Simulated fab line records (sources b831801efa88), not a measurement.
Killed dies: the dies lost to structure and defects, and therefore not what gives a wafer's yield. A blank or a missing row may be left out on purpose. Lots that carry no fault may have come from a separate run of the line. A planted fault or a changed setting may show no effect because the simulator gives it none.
Which tool was responsible? -- flow gf180mcu -- 13 lots, 39 wafers sampled, at 6 steps of a route of 602

== WHAT THE GAUGES READ, wafer by wafer ==
GF_STI_CD_MEAS_12 targets a cd of 220 nm. Usual: cd-nm at 219.6 nm, with a standard deviation of 1.2.
lot,measured,on,cd-nm (nm),flag
L668,day 2 01:43,cd-sem-01,218.3 218.1 218.9,
L671,day 2 16:28,cd-sem-02,219.2 219.6 219.4,
L675,day 3 14:34,cd-sem-02,221.4 221.9 221.2,
L676,day 3 20:44,cd-sem-01,218.5 218.5 219.4,
L677,day 3 23:29,cd-sem-01,219.5 220.8 220.0,
L678,day 4 05:41,cd-sem-02,220.2 220.2 220.9,
L680,day 4 15:31,cd-sem-01,218.9 218.3 217.4,
L681,day 4 21:11,cd-sem-02,220.7 219.7 219.2,
L682,day 5 01:13,cd-sem-01,220.4 219.0 219.4,
L686,day 5 22:46,cd-sem-02,220.0 219.9 219.7,
L687,day 6 02:43,cd-sem-01,218.0 219.7 219.9,
L690,day 6 18:58,cd-sem-02,220.8 220.6 221.9,
L691,day 7 00:07,cd-sem-01,217.2 218.2 218.5,

GF_LVPWELL_TW_MEAS_11. Usual: for LVPWELL_TW the level is 564.4 and the standard deviation is 2.4.
lot,measured,on,LVPWELL_TW,flag
L668,day 3 21:25,film-metro-01,558.3 560.3 560.4,
L671,day 4 13:01,film-metro-02,568.6 566.4 565.5,
L675,day 5 13:02,film-metro-03,566.9 564.2 562.1,
L676,day 5 19:46,film-metro-01,565.9 564.9 564.2,
L677,day 5 22:39,film-metro-03,564.6 565.6 564.7,
L678,day 6 04:46,film-metro-02,563.5 562.7 565.2,
L680,day 6 18:40,film-metro-01,673.0 675.3 675.9,OFF
L681,day 6 22:46,film-metro-03,570.6 565.7 570.2,
L682,day 7 03:44,film-metro-02,567.4 568.6 566.2,
L686,day 8 01:20,film-metro-01,561.6 562.2 560.5,
L687,day 8 08:04,film-metro-01,675.1 676.9 674.1,OFF
L690,day 9 01:40,film-metro-02,562.5 566.2 565.1,
L691,day 9 08:04,film-metro-01,563.5 565.5 563.1,

GF_VT_IMPLANT_RS_MEAS_48: a four-point-probe measurement. Usual: for LVPWELL_RS the level is 1195.7 ohm/sq and the standard deviation is 2.7.
lot,measured,on,LVPWELL_RS (ohm/sq),flag
L668,day 7 13:36,film-metro-01,1191.5 1195.5 1195.1,
L671,day 8 08:55,film-metro-02,1198.6 1198.6 1196.7,
L675,day 9 13:49,film-metro-02,1195.6 1194.4 1194.4,
L676,day 9 20:42,film-metro-02,1196.9 1196.2 1197.5,
L677,day 10 01:40,film-metro-02,1198.1 1199.7 1196.3,
L678,day 10 09:45,film-metro-02,1199.8 1198.1 1199.8,
L680,day 10 23:48,film-metro-01,842.2 838.3 838.0,OFF
L681,day 11 05:04,film-metro-03,1200.5 1199.8 1199.0,
L682,day 11 13:10,film-metro-02,1195.6 1196.9 1195.6,
L686,day 12 13:23,film-metro-02,1197.7 1195.6 1194.2,
L687,day 12 20:08,film-metro-01,839.8 840.0 840.9,OFF
L690,day 13 17:52,film-metro-01,1192.5 1191.2 1195.2,
L691,day 14 02:20,film-metro-02,1197.2 1192.6 1194.9,

GF_M1_OVL_MEAS_15. Usual: for M1_OVL the level is 1 nm and the standard deviation is 5.9.
lot,measured,on,M1_OVL (nm),flag
L668,day 17 01:47,overlay-02,-1 11 5,
L671,day 18 04:49,overlay-01,-5 5 4,
L675,day 20 01:03,overlay-01,3 4 4,
L676,day 20 09:02,overlay-02,7 17 18,
L677,day 20 13:05,overlay-02,-6 -8 -4,
L678,day 21 00:50,overlay-02,0 -1 5,
L680,day 21 13:30,overlay-01,1 1 1,
L681,day 21 19:40,overlay-01,6 7 3,
L682,day 22 09:29,overlay-02,1 -5 -2,
L686,day 23 13:59,overlay-02,4 5 5,
L687,day 23 20:30,overlay-01,-5 -3 -5,
L690,day 24 21:55,overlay-01,-8 -3 -10,
L691,day 25 07:11,overlay-01,-8 1 1,

== EACH LOT AND THE TOOL THAT RAN IT (in order: tool; ch and the chambers of the sampled wafers; start) ==
lot,GF_LVPWELL_IMPLANT_08,GF_CONTACT_SPUTTER_22
L668,"implanter-03 ch 0, day 3 21:01","pvd-sputter-03, day 16 01:54"
L671,"implanter-02 ch 0, day 4 12:40","pvd-sputter-04, day 17 03:25"
L675,"implanter-03 ch 0, day 5 12:40","pvd-sputter-03, day 18 23:34"
L676,"implanter-02 ch 0, day 5 19:24","pvd-sputter-04, day 19 07:15"
L677,"implanter-03 ch 0, day 5 22:15","pvd-sputter-04, day 19 12:23"
L678,"implanter-03 ch 0, day 6 04:22","pvd-sputter-03, day 19 23:16"
L680,"implanter-02 ch 0, day 6 17:59","pvd-sputter-04, day 20 13:58"
L681,"implanter-04 ch 0, day 6 22:25","pvd-sputter-04, day 20 19:19"
L682,"implanter-02 ch 0, day 7 03:20","pvd-sputter-02, day 21 09:20"
L686,"implanter-03 ch 0, day 8 00:58","pvd-sputter-03, day 22 14:00"
L687,"implanter-03 ch 0, day 8 07:23","pvd-sputter-03, day 22 21:02"
L690,"implanter-02 ch 0, day 9 01:16","pvd-sputter-04, day 23 23:14"
L691,"implanter-03 ch 0, day 9 07:40","pvd-sputter-02, day 24 08:52"
- GF_LVPWELL_IMPLANT_08
- GF_CONTACT_SPUTTER_22: material Ti, target thk 15 nm, time 80.02 s.

== WHAT THE TOOLS THEMSELVES READ (means of the sampled wafers that have a number; where no wafer has one, the mark that the record gives instead) ==
GF_LVPWELL_IMPLANT_08. Usual: beam-energy-keV at 170.00, with a standard deviation of 0.051.
lot,tool,beam-energy-keV,flag
L668,implanter-03,170.02,
L671,implanter-02,170.02,
L675,implanter-03,170.01,
L676,implanter-02,169.99,
L677,implanter-03,170.01,
L678,implanter-03,170.01,
L680,implanter-02,169.97,
L681,implanter-04,169.97,
L682,implanter-02,170.10,
L686,implanter-03,170.00,
L687,implanter-03,169.98,
L690,implanter-02,170.01,
L691,implanter-03,170.05,

GF_CONTACT_SPUTTER_22. Usual: throttle-valve-pct at 30.4 %, with a standard deviation of 1.1.
lot,tool,throttle-valve-pct (%),flag
L668,pvd-sputter-03,30.0,
L671,pvd-sputter-04,30.4,
L675,pvd-sputter-03,29.8,
L676,pvd-sputter-04,30.3,
L677,pvd-sputter-04,31.2,
L678,pvd-sputter-03,31.3,
L680,pvd-sputter-04,30.5,
L681,pvd-sputter-04,30.4,
L682,pvd-sputter-02,29.7,
L686,pvd-sputter-03,30.0,
L687,pvd-sputter-03,30.0,
L690,pvd-sputter-04,31.4,
L691,pvd-sputter-02,29.1,

== THE ANSWER, worked out from the rows above alone ==
Rule: a lot counts as off when the mean over its wafers that have a number is more than 3 standard deviations away from the usual mean. Also off: a lot with no number at a reading for which 4 or more lots have one. Any other lot the step has rows for is counted as sound. Order of review: gauges by route order, followed by the tools' own readings, for which a lot's mean as printed above is used. The first step at which some lot is off is used, and at that step the reading that is off furthest; a lot without a number counts as furthest.
Off: at GF_LVPWELL_TW_MEAS_11 (LVPWELL_TW), L680, L687.
A tool fits if, at a process step before that reading, it ran every lot that is off, and no sound lot after the first of them. Gauges at GF_LVPWELL_TW_MEAS_11: tried the same way as those tools. No candidate that was tried fits.

== WHAT HAD BEEN PUT IN BY THE SIMULATOR ==
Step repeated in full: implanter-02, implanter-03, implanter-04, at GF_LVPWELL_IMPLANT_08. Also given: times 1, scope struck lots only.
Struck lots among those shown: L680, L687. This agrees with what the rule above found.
